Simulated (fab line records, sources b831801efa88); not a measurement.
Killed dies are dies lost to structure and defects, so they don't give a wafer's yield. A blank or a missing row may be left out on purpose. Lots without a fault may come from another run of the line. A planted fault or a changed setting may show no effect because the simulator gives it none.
A struck lot beside a sound one | flow sky130 | 28 steps out of a route of 708
Sound: wafers L224.3, L224.5, L224.6. Struck: wafers L226.1, L226.3, L226.5. The cause comes at the end.
At each step with rows: each side's tool, then ch and its chambers, then its first start. Under that, the readings that differ: sound wafers | struck wafers | difference of the means | sigmas: that difference in standard deviations of wafers without a fault.
alike: readings whose means differ by less than 2 such deviations, and words and numbers that are the same on both sides. not compared: withheld readings, readings that some wafer has no value for, bounds like >300 that may hide the same value, and numbers for which the record gives no deviation and whose values overlap.
The two part at a step that has a row with sigmas, a row that says differs or no value, or rows on one side only. Numbers that don't overlap but have no deviation are shown without sigmas and don't part them. A reading that every wafer of one side lacks parts them only if that side has two wafers or more.

first, 4 steps without rows for these wafers: SKY_VIA4_STRIP_14 (strips in post etch residue remover, time 1200 s); SKY_VIA4_CLEAN_15 (cleans in IPA, time 180 s); SKY_VIA4_CLEAN_16 (cleans in O3/DIW); SKY_VIA4_SPUTTER_17 (material TiN, target thk 20 nm, time 80 s).
SKY_VIA4_CVD_18: deposits W, target thk 505 nm, time 152.14 s.
  sound on cvd_w-01 ch 0,1, day 46 00:35; struck on cvd_w-02 ch 0,1, day 46 10:46
  alike: heater_power_w
SKY_VIA4_RS_MEAS_19: measures by four-point-probe.
  sound on film_metro-01, day 46 00:43; struck on film_metro-02, day 46 10:55
  alike: VIA4_W_RS
SKY_VIA4_THK_MEAS_20: measures by xrf.
  sound on film_metro-01, day 46 00:49; struck on film_metro-02, day 46 11:02
  alike: VIA4_W_THK
then, 2 steps without rows for these wafers: SKY_VIA4_CMP_21 (polishes, stops on SiO2, t overpolish 25 s, target thk 0 nm); SKY_METAL5_SPUTTER_00 (material Ti, target thk 15 nm, time 10 s).
SKY_METAL5_SPUTTER_01: material TiN, target thk 20 nm, time 16.7 s.
  sound on pvd_sputter-02, day 46 01:31; struck on pvd_sputter-02, day 46 12:00
  alike: cathode_dc_power_W, throttle_valve_pct
then, 1 step without rows for these wafers: SKY_METAL5_SPUTTER_02 (material AlCu, target thk 1150 nm, time 61.2 s).
SKY_METAL5_SPUTTER_03: material Ti, target thk 5 nm, time 3.3 s.
  sound on pvd_sputter-02, day 46 01:35; struck on pvd_sputter-02, day 46 12:04
  alike: cathode_dc_power_W, throttle_valve_pct
SKY_METAL5_SPUTTER_04: material TiN, target thk 70 nm, time 58.3 s.
  sound on pvd_sputter-02, day 46 01:37; struck on pvd_sputter-02, day 46 12:05
  reading                                    | sound                | struck               | difference | sigmas
  cathode_dc_power_W (W)                     | 6500.9 6500.2 6498.6 | 6169.5 6167.0 6167.5 | -331.9     | -99 or more
  model.TiN_of_METAL5_SPUTTER_04.thk_nm (nm) | 69.47 70.25 69.36    | 67.33 66.43 67.5     | -2.61      |
  alike: throttle_valve_pct
SKY_METAL5_RS_MEAS_05: measures by four-point-probe.
  sound on film_metro-01, day 46 01:42; struck on film_metro-02, day 46 12:08
  alike: METAL5_ALCU_RS
SKY_METAL5_THK_MEAS_06: measures by xrf.
  sound on film_metro-01, day 46 01:48; struck on film_metro-02, day 46 12:16
  alike: METAL5_ALCU_THK
then, 7 steps without rows for these wafers: SKY_METAL5_DEHYDRATE_07 (time 60 s); SKY_METAL5_HMDS_08 (prime time 60 s); SKY_METAL5_COAT_09 (resist thk 1800 nm); SKY_METAL5_SOFTBAKE_10 (time 60 s); SKY_METAL5_EXPOSE_11 (exposes mask MM5, target cd 1600 nm); SKY_METAL5_PEB_12; SKY_METAL5_DEVELOP_13 (develop time 60 s).
SKY_METAL5_DESCUM_14: chemistry O2, time 11 s.
  sound on rie_metal-03 ch 0,1, day 46 21:08; struck on rie_metal-02 ch 0,1, day 47 08:28
  alike: drypump_motor_current_A, oes_product_au
  not compared: rf_hours_counter_h
then, 1 step without rows for these wafers: SKY_METAL5_METAL_ETCH_15 (etches the open film in Cl2/BCl3, stops on SiO2, target depth 1260 nm, time 252 s).
SKY_METAL5_STRIP_16: strips in O2/N2.
  sound on plasma_asher-01 ch 0,1, day 46 21:26; struck on plasma_asher-04 ch 0,1, day 47 08:44
  alike: drypump_motor_current_A, oes_product_au, strip_time_to_endpoint_s
  not compared: rf_hours_counter_h
SKY_METAL5_STRIP_17: strips in post etch residue remover, time 1200 s.
  sound on wet_bench-04 ch 3, day 46 21:30; struck on wet_bench-04 ch 0, day 47 08:53
  reading                                    | sound             | struck            | difference | sigmas
  model.TiN_of_METAL5_SPUTTER_04.thk_nm (nm) | 69.05 69.84 68.94 | 66.91 66.02 67.09 | -2.60      |
then, 1 step without rows for these wafers: SKY_METAL5_CLEAN_18 (cleans in IPA, time 180 s).
SKY_PAD_OPEN_PROBE_99:
  the record has rows for the struck wafers here (prober-02, day 49 02:06) and none for the sound ones

WHERE THEY PART
First at SKY_METAL5_SPUTTER_04; last, within this record, at SKY_PAD_OPEN_PROBE_99.

WHY: what the simulator had put in
Process parameter drift: pvd_sputter-02, from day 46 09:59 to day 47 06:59, at SKY_METAL5_SPUTTER_04. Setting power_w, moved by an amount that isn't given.
